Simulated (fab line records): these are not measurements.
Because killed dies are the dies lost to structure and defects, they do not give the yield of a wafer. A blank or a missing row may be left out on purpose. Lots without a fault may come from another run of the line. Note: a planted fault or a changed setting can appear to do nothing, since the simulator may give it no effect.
A lot that was struck, set against a sound lot || flow sky130 || 25 steps out of a route of 708
Sound: these wafers, L673.2, L673.3, L673.4. Wafers struck: L677.1, L677.2, L677.4. The cause is named last.
At each step with rows: each side's tool, then ch and its chambers, then its first start. Under that, the readings that differ: sound wafers || struck wafers || difference of the means || sigmas: that difference in standard deviations of wafers without a fault.
alike: readings with means less than 2 such deviations apart, plus words and numbers identical on both sides. not compared: withheld readings, readings lacking a value on some wafer, bounds such as >300 that could conceal the same value, and numbers that have no deviation in the record and whose values overlap.
Wherever a step has rows on one side only, a row that says differs or no value, or a row with sigmas, the two part there. Numbers that don't overlap but have no deviation are shown without sigmas and don't part them. A reading that every wafer of one side lacks parts them only if that side has two wafers or more.

first, 6 steps without rows for these wafers: SKY_SD_N_IMPLANT_10; SKY_SD_N_STRIP_11 (strips in O2/N2); SKY_SD_N_CLEAN_13 (cleans in SC1/SC2, time 150 s); SKY_SD_N_RTA_14 (time 2 s); SKY_SALICIDE_CLEAN_00 (cleans in HF-last, time 30 s); SKY_LI_CONTACT_HDPCVD_00 (deposits PSG, target thk 930 nm, time 155 s).
SKY_LI_CONTACT_CMP_02: polishes PSG.
  sound on cmp-02 ch 0,1,3, day 29 16:55; struck on cmp-01 ch 0,1,3, day 31 04:56
  no value came back on the struck wafers for edge_zone_pressure_frac, head_pressure_psi (psi), motor_current_A (A), time_to_endpoint_s (s); on the sound wafers edge_zone_pressure_frac reads 1.008 0.993 0.998
{"reading": "model.PSG_of_LI_CONTACT_HDPCVD_00.thk_nm (nm)", "sound": "597.3 596.7 598.4", "struck": "927.1 915.3 936.2", "difference": "+328.7", "sigmas": ""}
then, 9 steps without rows for these wafers: SKY_LI_CONTACT_DEHYDRATE_04 (time 60 s); SKY_LI_CONTACT_HMDS_05 (prime time 60 s); SKY_LI_CONTACT_COAT_06 (resist thk 60 nm); SKY_LI_CONTACT_COAT_07 (resist thk 450 nm); SKY_LI_CONTACT_SOFTBAKE_08 (time 90 s); SKY_LI_CONTACT_EXPOSE_09 (exposes mask LICM1, target cd 170 nm); SKY_LI_CONTACT_PEB_10; SKY_LI_CONTACT_DEVELOP_11 (develop time 60 s); SKY_LI_CONTACT_ETCH_14 (etches BARC in N2/H2, stops on SiO2, time 45.9 s, target depth 60 nm).
SKY_LI_CONTACT_ETCH_15: etches PSG in C4F8/O2/Ar, stops on Si, target depth 600 nm.
  sound on rie_diel-01 ch 1,2, day 30 18:23; struck on rie_diel-03 ch 0,1,2, day 32 08:23
{"reading": "oes_product_au (a.u.)", "sound": "0.842 0.837 0.840", "struck": "1.632 1.627 1.611", "difference": "+0.784", "sigmas": "+99 or more"}
{"reading": "model.etch.depth_nm (nm)", "sound": "597.3 596.7 598.4", "struck": "809.8 806.4 797.2", "difference": "+207.0", "sigmas": ""}
{"reading": "model.LI_CONTACT.feature_depth_nm (nm)", "sound": "597.3 596.7 598.4", "struck": "809.8 806.4 797.2", "difference": "+207.0", "sigmas": ""}
  alike: bias_w, chamber_pressure_mTorr
then, 6 steps without rows for these wafers: SKY_LI_CONTACT_STRIP_16 (strips in O2/N2); SKY_LI_CONTACT_CLEAN_17 (cleans in NMP, time 600 s); SKY_LI_CONTACT_PRE_CLEAN_18 (time 5.6 s); SKY_LI_CONTACT_SPUTTER_19 (material Ti, target thk 20 nm, time 106.37 s); SKY_LI_CONTACT_SPUTTER_20 (material TiN, target thk 20 nm, time 80 s); SKY_LI_CONTACT_CVD_21 (deposits W, target thk 400 nm, time 120.56 s).
SKY_LI_CONTACT_CMP_24: polishes, stops on PSG, t overpolish 20 s, target thk 0 nm.
  sound on cmp-02 ch 0,2,3, day 30 19:13; struck on cmp-01 ch 0,1,3, day 32 09:16
{"reading": "model.PSG_of_LI_CONTACT_HDPCVD_00.thk_nm (nm)", "sound": "587.8 587.3 589", "struck": "917.6 905.9 926.8", "difference": "+328.7", "sigmas": ""}
  alike: edge_zone_pressure_frac, head_pressure_psi, motor_current_A
-- the record jumps here: 16 days lie between the struck wafers' starts before and after (it left off in module LI_CONTACT and takes up again in module PAD_OPEN, whose first step shown is number 708 of the route) --
SKY_PAD_OPEN_PROBE_99:
  sound on prober-02 at day 46 22:11; struck on prober-02 at day 47 21:25
{"reading": "killed_at_contacts", "sound": "18 20 20", "struck": "426 429 411", "difference": "+403", "sigmas": "+84"}
{"reading": "killed_dies", "sound": "78 78 97", "struck": "492 492 492", "difference": "+408", "sigmas": "+49"}
{"reading": "killed_on_rim", "sound": "18 17 18", "struck": "96 96 96", "difference": "+78", "sigmas": "+21"}
  alike: killed_at_M0_to_M3, killed_at_M4_up, killed_at_front_end, killed_at_other, killed_open, killed_short

## WHERE THEY PART
Last at SKY_PAD_OPEN_PROBE_99 as far as this record goes, first at SKY_LI_CONTACT_CMP_02.

WHY: what the simulator had put in
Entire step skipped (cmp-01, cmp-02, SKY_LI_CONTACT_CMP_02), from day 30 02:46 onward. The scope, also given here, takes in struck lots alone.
